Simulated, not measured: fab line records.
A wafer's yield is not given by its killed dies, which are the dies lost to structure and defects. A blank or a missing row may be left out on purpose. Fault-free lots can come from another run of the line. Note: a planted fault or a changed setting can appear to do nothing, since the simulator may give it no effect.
Which tool is to blame? ; flow sky130 ; Sampling: 12 lots, 36 wafers, 5 of 708 route steps

WHAT THE GAUGES READ, wafer by wafer
SKY_NWELL_RS_MEAS_29: a four-point-probe measurement. Usual: NWELL_RS gives 623.6 ohm/sq (standard deviation 1.5).
lot;measured;on;NWELL_RS (ohm/sq);flag
L262;day 5 03:14;film metro-01;625.4 625.5 625.6;
L263;day 5 17:25;film metro-04;627.5 625.4 625.0;
L265;day 6 03:19;film metro-04;621.0 623.4 621.3;
L267;day 6 23:01;film metro-04;623.4 624.5 623.8;
L269;day 7 06:19;film metro-03;622.9 624.2 624.7;
L270;day 7 11:30;film metro-03;623.2 622.3 622.3;
L271;day 7 17:13;film metro-03;622.7 623.5 624.3;
L272;day 7 20:27;film metro-04;623.9 627.6 625.6;
L281;day 10 03:53;film metro-04;622.4 622.9 623.3;
L282;day 10 09:26;film metro-03;622.8 621.3 624.9;
L284;day 10 17:58;film metro-03;623.0 622.7 622.7;
L285;day 11 02:29;film metro-03;623.9 621.8 622.8;

SKY_VT_ADJUST_LVTN_OVL_MEAS_18. Usual: VT_ADJUST_LVTN_01_OVL gives -0.4 nm (standard deviation 1.3).
lot;measured;on;VT_ADJUST_LVTN_01_OVL (nm);flag
L262;day 7 13:37;overlay-02;-1.3 -0.4 -1.0;
L263;day 8 03:31;overlay-01;-0.9 0.2 0.8;
L265;day 8 13:50;overlay-02;-0.6 -0.8 -0.3;
L267;day 9 12:34;overlay-02;-0.2 -1.1 -1.9;
L269;day 9 19:31;overlay-01;-1.9 -1.2 0.3;
L270;day 10 00:41;overlay-02;-0.8 -2.0 -1.7;
L271;day 10 08:00;overlay-01;-0.9 -1.9 -3.0;
L272;day 10 11:27;overlay-01;0.8 1.9 -0.4;
L281;day 13 04:08;overlay-01;-1.1 -0.6 1.0;
L282;day 13 09:46;overlay-02;-0.8 -1.1 -1.3;
L284;day 13 20:25;overlay-01;3.5 0.1 0.5;
L285;day 14 04:01;overlay-02;-0.8 0.6 -0.1;

EACH LOT AND THE TOOL THAT RAN IT (in order: tool; ch and the chambers of the sampled wafers; start)
lot;SKY_NWELL_RTA_28;SKY_VT_ADJUST_LVTN_SOFTBAKE_03;SKY_VT_ADJUST_LVTN_STRIP_09
L262;rtp anneal-02 ch 0, day 5 03:08;litho track-04 ch 0, day 6 07:38;plasma asher-03 ch 0,1, day 6 17:34
L263;rtp anneal-01 ch 0, day 5 17:19;litho track-02 ch 0, day 6 21:41;plasma asher-04 ch 0,1, day 7 07:56
L265;rtp anneal-01 ch 0, day 6 03:13;litho track-04 ch 0, day 7 08:22;plasma asher-04 ch 1, day 7 17:39
L267;rtp anneal-02 ch 0, day 6 22:55;litho track-04 ch 0, day 8 05:52;plasma asher-04 ch 0,1, day 8 16:03
L269;rtp anneal-01 ch 0, day 7 06:13;litho track-02 ch 0, day 8 12:22;plasma asher-03 ch 0,1, day 8 22:57
L270;rtp anneal-02 ch 0, day 7 11:24;litho track-04 ch 0, day 8 17:14;plasma asher-02 ch 0,1, day 9 04:16
L271;rtp anneal-02 ch 0, day 7 17:07;litho track-02 ch 0, day 8 23:44;plasma asher-02 ch 0,1, day 9 10:29
L272;rtp anneal-01 ch 0, day 7 20:20;litho track-04 ch 0, day 9 03:56;plasma asher-04 ch 0,1, day 9 14:02
L281;rtp anneal-02 ch 0, day 10 03:47;litho track-02 ch 0, day 11 14:51;plasma asher-02 ch 0,1, day 12 03:31
L282;rtp anneal-01 ch 0, day 10 09:20;litho track-02 ch 0, day 11 19:33;plasma asher-04 ch 0,1, day 12 08:16
L284;rtp anneal-01 ch 0, day 10 17:52;litho track-01 ch 0, day 12 06:05;plasma asher-02 ch 0,1, day 12 18:36
L285;rtp anneal-01 ch 0, day 11 02:22;litho track-01 ch 0, day 12 14:07;plasma asher-03 ch 0,1, day 13 02:45
- SKY_NWELL_RTA_28: time 30 s.
- SKY_VT_ADJUST_LVTN_SOFTBAKE_03
- SKY_VT_ADJUST_LVTN_STRIP_09: strips in O2/N2.

AS READ BY THE TOOLS THEMSELVES (means over the sampled wafers that have a number; for cases with no such wafer, the mark the record gives instead)
SKY_NWELL_RTA_28. Usual: lamp power pct 25.30 %, standard deviation 0.054; wafer_temp_C_max 1055.0, standard deviation 0.93.
lot;tool;lamp power pct (%);wafer_temp_C_max;flag
L262;rtp anneal-02;25.34;1054.8;
L263;rtp anneal-01;25.32;1055.5;
L265;rtp anneal-01;25.28;1053.9;
L267;rtp anneal-02;25.32;1055.5;
L269;rtp anneal-01;25.28;1054.6;
L270;rtp anneal-02;25.30;1054.9;
L271;rtp anneal-02;25.25;1054.5;
L272;rtp anneal-01;25.33;1054.7;
L281;rtp anneal-02;25.29;1054.8;
L282;rtp anneal-01;25.31;1055.4;
L284;rtp anneal-01;25.32;1055.6;
L285;rtp anneal-01;25.30;1054.8;

SKY_VT_ADJUST_LVTN_SOFTBAKE_03. Usual: heater power total W 65.33 W, standard deviation 0.15; plate temp C 110.00 C, standard deviation 0.13.
lot;tool;heater power total W (W);plate temp C (C);flag
L262;litho track-04;65.22;110.03;
L263;litho track-02;65.29;109.91;
L265;litho track-04;65.22;109.90;
L267;litho track-04;65.40;110.12;
L269;litho track-02;65.20;110.20;
L270;litho track-04;65.38;109.92;
L271;litho track-02;65.13;109.89;
L272;litho track-04;65.21;110.10;
L281;litho track-02;59.04;102.05;OFF
L282;litho track-02;58.91;102.00;OFF
L284;litho track-01;65.31;110.13;
L285;litho track-01;65.27;110.22;

SKY_VT_ADJUST_LVTN_STRIP_09. Usual: drypump motor current A 5.9 A, standard deviation 0.52; o2 flow sccm 3001 sccm, standard deviation 8.7; oes product au 0.722 a.u., standard deviation 0.0042; strip time to endpoint s 36.93 s, standard deviation 0.1.
lot;tool;drypump motor current A (A);o2 flow sccm (sccm);oes product au (a.u.);strip time to endpoint s (s);flag
L262;plasma asher-03;6.0;2998;0.725;37.01;
L263;plasma asher-04;5.4;2998;0.724;36.86;
L265;plasma asher-04;5.0;3002;0.721;36.98;
L267;plasma asher-04;5.9;3013;0.723;36.83;
L269;plasma asher-03;6.0;3004;0.722;36.85;
L270;plasma asher-02;6.2;3006;0.722;37.03;
L271;plasma asher-02;6.2;3002;0.722;36.80;
L272;plasma asher-04;5.9;3007;0.721;36.92;
L281;plasma asher-02;6.2;3002;0.723;37.63;OFF
L282;plasma asher-04;5.4;2991;0.725;37.56;OFF
L284;plasma asher-02;6.2;2996;0.718;36.87;
L285;plasma asher-03;6.0;2995;0.720;36.90;

THE ANSWER, worked out from the rows above alone
Rule: a lot is off if the mean of its wafers that have a number lies more than 3 standard deviations from the usual mean. A lot without any number at a reading at which 4 lots or more have one is off too. Where the step has rows for the other lots, those lots are counted as sound. After the gauges, taken in route order, come the tools' own readings; for these a lot's mean is taken, as printed above. At the first step where some lot is off, the reading lying furthest off is the one used; lots without a number count as furthest.
Off: L281, L282, at SKY_VT_ADJUST_LVTN_SOFTBAKE_03 (plate temp C).
A tool fits if, at that step or a process step before it, it ran every lot that is off, and no sound lot after the first of them. One fits: SKY_VT_ADJUST_LVTN_SOFTBAKE_03 on litho track-02. A fault onset in the window from L271 (day 8 23:44, its last sound lot) to L281 (day 11 14:51, its first lot off) fits.
The tool's own readings at SKY_VT_ADJUST_LVTN_SOFTBAKE_03 bear it out: on the lots that are off they differ by more than 5 times the standard deviation of the sound lots' means. heater power total W reads 58.97 W there against 65.26 W on the sound lots; plate temp C reads 102.03 C there against 110.04 C on the sound lots.

WHAT HAD BEEN PUT IN BY THE SIMULATOR
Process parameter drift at SKY_VT_ADJUST_LVTN_SOFTBAKE_03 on litho track-02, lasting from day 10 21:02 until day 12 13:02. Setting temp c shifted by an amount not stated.
Struck lots among those shown: L281, L282. The rule above found the same.
